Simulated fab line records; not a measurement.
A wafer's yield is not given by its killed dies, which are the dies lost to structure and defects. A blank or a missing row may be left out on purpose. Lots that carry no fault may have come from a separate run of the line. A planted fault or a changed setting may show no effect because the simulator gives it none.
Which tool was responsible?	flow gf180mcu	Sampling: 14 lots, 42 wafers, 4 of 602 route steps

== WHAT EACH GAUGE READ, for each wafer ==
GF_POLY_GATE_CD_MEAS_18. Usual: cd-nm reads 280.4 nm (standard deviation 1.6).
lot	measured	on	cd-nm (nm)	flag
L130	day 9 10:52	cd-sem-02	276.7 276.9 278.2	
L131	day 9 21:11	cd-sem-01	282.6 282.5 282.0	
L132	day 10 03:04	cd-sem-01	283.7 279.5 279.6	
L134	day 10 14:27	cd-sem-02	280.3 280.0 283.2	
L135	day 11 01:14	cd-sem-01	282.6 281.9 281.0	
L138	day 11 19:44	cd-sem-02	280.4 281.4 281.7	
L139	day 12 09:07	cd-sem-01	280.6 280.9 278.8	
L145	day 14 06:04	cd-sem-01	282.9 281.6 281.1	
L146	day 14 07:44	cd-sem-01	281.6 281.3 279.7	
L148	day 15 02:38	cd-sem-01	281.2 277.5 279.9	
L149	day 15 06:53	cd-sem-01	281.5 278.6 279.4	
L150	day 15 13:05	cd-sem-02	279.0 280.9 281.0	
L151	day 15 23:17	cd-sem-02	280.0 281.4 281.2	
L152	day 16 04:40	cd-sem-01	279.9 280.5 279.2	

GF_HV_LDD_RS_MEAS_53: a four-point-probe measurement. Usual: for HV_LDD_RS the level is 418.5 ohm/sq and the standard deviation is 0.93.
lot	measured	on	HV_LDD_RS (ohm/sq)	flag
L130	day 12 13:44	film-metro-01	418.7 418.6 417.9	
L131	day 13 02:52	film-metro-02	419.2 417.9 418.6	
L132	day 13 09:13	film-metro-01	418.9 419.9 418.5	
L134	day 13 20:59	film-metro-02	418.3 417.2 416.3	
L135	day 14 09:44	film-metro-02	417.9 418.2 417.8	
L138	day 15 07:04	film-metro-03	418.8 418.4 418.9	
L139	day 15 21:17	film-metro-01	421.7 420.1 419.0	
L145	day 18 01:52	film-metro-02	417.7 418.3 416.6	
L146	day 18 04:20	film-metro-01	418.9 419.8 419.3	
L148	day 18 23:44	film-metro-01	418.0 418.9 419.0	
L149	day 19 04:53	film-metro-02	417.9 417.7 417.5	
L150	day 19 09:32	film-metro-01	420.1 419.7 420.7	
L151	day 19 21:59	film-metro-03	419.3 419.3 418.8	
L152	day 20 05:38	film-metro-03	418.0 418.2 419.0	

GF_NSD_CD_MEAS_07 targets a cd of 400 nm. Usual: cd-nm reads 400.4 nm (standard deviation 2.5).
lot	measured	on	cd-nm (nm)	flag
L130	day 13 12:48	cd-sem-02	399.8 401.2 398.6	
L131	day 14 02:07	cd-sem-01	397.8 398.0 401.1	
L132	day 14 08:39	cd-sem-02	401.6 400.1 399.3	
L134	day 14 20:54	cd-sem-01	399.6 398.5 400.5	
L135	day 15 10:51	cd-sem-02	402.0 402.5 400.1	
L138	day 16 07:24	cd-sem-02	401.1 400.8 403.3	
L139	day 16 22:04	cd-sem-01	406.3 409.6 405.8	
L145	day 19 04:29	cd-sem-01	397.8 397.1 396.9	
L146	day 19 07:04	cd-sem-01	402.0 402.9 400.6	
L148	day 20 02:33	cd-sem-01	399.1 401.2 399.8	
L149	day 20 07:57	cd-sem-01	397.4 395.9 397.3	
L150	day 20 12:39	cd-sem-01	399.0 398.6 398.4	
L151	day 21 00:26	cd-sem-01	396.1 395.5 394.1	
L152	day 21 07:12	cd-sem-01	401.6 404.2 404.3	

== WHAT TOOL EACH LOT RAN ON (gives the tool, then ch and the chambers of the sampled wafers, and finally the start) ==
lot	GF_HV_LDD_STRIP_49
L130	plasma-asher-04 ch 0, day 12 13:23
L131	plasma-asher-04 ch 0,1, day 13 02:35
L132	plasma-asher-01 ch 0,1, day 13 08:56
L134	plasma-asher-02 ch 0,1, day 13 20:43
L135	plasma-asher-02 ch 0,1, day 14 09:28
L138	plasma-asher-01 ch 0,1, day 15 06:47
L139	plasma-asher-01 ch 0,1, day 15 20:59
L145	plasma-asher-02 ch 0,1, day 18 01:35
L146	plasma-asher-02 ch 0,1, day 18 04:04
L148	plasma-asher-01 ch 0,1, day 18 23:27
L149	plasma-asher-01 ch 0,1, day 19 04:36
L150	plasma-asher-04 ch 0,1, day 19 09:16
L151	plasma-asher-01 ch 0,1, day 19 21:42
L152	plasma-asher-02 ch 0,1, day 20 05:20
- GF_HV_LDD_STRIP_49: strips in O2/N2.

== WHAT THE TOOLS THEMSELVES READ (means of the sampled wafers that have a number; where no wafer has one, the mark that the record gives instead) ==
GF_HV_LDD_STRIP_49. Usual: drypump-motor-current-A 5.7 A, standard deviation 0.32; heater-power-w 343 W, standard deviation 30; n2-flow-sccm 300.2 sccm, standard deviation 0.93; oes-product-au 0.716 a.u., standard deviation 0.0042; strip-time-to-endpoint-s 12.63 s, standard deviation 0.031.
lot	tool	drypump-motor-current-A (A)	heater-power-w (W)	n2-flow-sccm (sccm)	oes-product-au (a.u.)	strip-time-to-endpoint-s (s)	flag
L130	plasma-asher-04	5.5	343	300.5	0.720	12.64	
L131	plasma-asher-04	5.4	340	300.9	0.713	12.66	
L132	plasma-asher-01	5.8	346	299.2	0.714	12.65	
L134	plasma-asher-02	5.7	326	299.6	0.712	12.66	
L135	plasma-asher-02	5.9	315	300.5	0.716	12.63	
L138	plasma-asher-01	5.8	348	239.3	0.714	12.61	OFF
L139	plasma-asher-01	5.9	374	240.6	0.714	12.63	OFF
L145	plasma-asher-02	5.7	328	299.9	0.718	12.65	
L146	plasma-asher-02	5.7	330	300.5	0.719	12.64	
L148	plasma-asher-01	5.9	371	300.5	0.723	12.62	
L149	plasma-asher-01	5.9	370	300.5	0.715	12.62	
L150	plasma-asher-04	5.5	333	299.5	0.718	12.63	
L151	plasma-asher-01	5.8	348	300.7	0.713	12.59	
L152	plasma-asher-02	5.9	314	299.5	0.713	12.58	

== THE ANSWER, worked out from the rows above alone ==
Rule: a lot is off if the mean of its wafers that have a number lies more than 3 standard deviations from the usual mean. Also off: a lot with no number at a reading for which 4 or more lots have one. Any other lot the step has rows for is counted as sound. Order of review: gauges by route order, followed by the tools' own readings, for which a lot's mean as printed above is used. At the first step where some lot is off, the reading lying furthest off is the one used; lots without a number count as furthest.
Off at GF_HV_LDD_STRIP_49 (n2-flow-sccm): L138, L139.
A tool fits if, at that step or a process step before it, it ran every lot that is off, and no sound lot after the first of them. None of those tried fits.

== WHAT THE SIMULATOR HAD INSERTED ==
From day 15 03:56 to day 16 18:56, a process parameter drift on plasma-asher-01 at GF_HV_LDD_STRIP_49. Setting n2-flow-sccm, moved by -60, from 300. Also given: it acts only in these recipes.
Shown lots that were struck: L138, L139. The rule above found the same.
